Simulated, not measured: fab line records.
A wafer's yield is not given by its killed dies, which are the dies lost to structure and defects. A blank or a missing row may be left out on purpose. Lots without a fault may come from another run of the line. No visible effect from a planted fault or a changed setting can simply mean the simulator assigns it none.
Chamber matching	flow gf180mcu	GF_MIM_CVD_05 on pecvd-04: 3 sister chambers
The step deposits Si3N4, target thk 42 nm, time 29.086 s. 18 wafers are shown with their chamber, then 9 later ones without.

== WAFERS, EACH WITH ITS CHAMBER ==
wafer	chamber	heater_power_w (W)
L074.1	2	795
L074.5	2	802
L074.6	0	674
L077.1	0	722
L077.3	2	690
L077.5	1	760
L082.3	0	668
L082.4	1	798
L082.6	0	671
L083.2	0	673
L083.3	2	687
L083.6	0	677
L085.1	2	672
L085.3	0	754
L085.6	0	753
L086.2	0	733
L086.4	0	746
L086.5	1	795

SIGNATURES (averages over the wafers above)
reading	chamber 0	chamber 1	chamber 2	scatter within a chamber
heater_power_w	707.10	784.33	729.20	44.6
Rule: distance of a wafer from a chamber = root of the sum over the readings of ((wafer's reading minus chamber's mean) / reading's scatter) squared. The wafer belongs to the nearest chamber; if the next one is less than 2 further off, it can't be placed. The scatter is the square root of a quotient: the sum, over the shown wafers, of each reading's squared deviation from its chamber's mean, divided by wafers minus chambers.

== WAFERS WHOSE CHAMBER IS MISSING ==
wafer	heater_power_w (W)
L087.1	840
L087.2	757
L087.6	745
L094.1	696
L094.3	804
L094.4	788
L096.1	774
L096.3	738
L096.4	752

== WHICH CHAMBER EACH WENT THROUGH ==
wafer	from the rows above	in truth
L087.1	can't be placed: 1 or 2 or 0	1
L087.2	can't be placed: 1 or 2 or 0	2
L087.6	can't be placed: 2 or 0 or 1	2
L094.1	can't be placed: 0 or 2 or 1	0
L094.3	can't be placed: 1 or 2 or 0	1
L094.4	can't be placed: 1 or 2 or 0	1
L096.1	can't be placed: 1 or 2 or 0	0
L096.3	can't be placed: 2 or 0 or 1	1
L096.4	can't be placed: 2 or 1 or 0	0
Correct placement for 0 of the 9. Not placeable from these rows: 9 (in 9, the candidates include the true chamber). 0 placed wrongly.
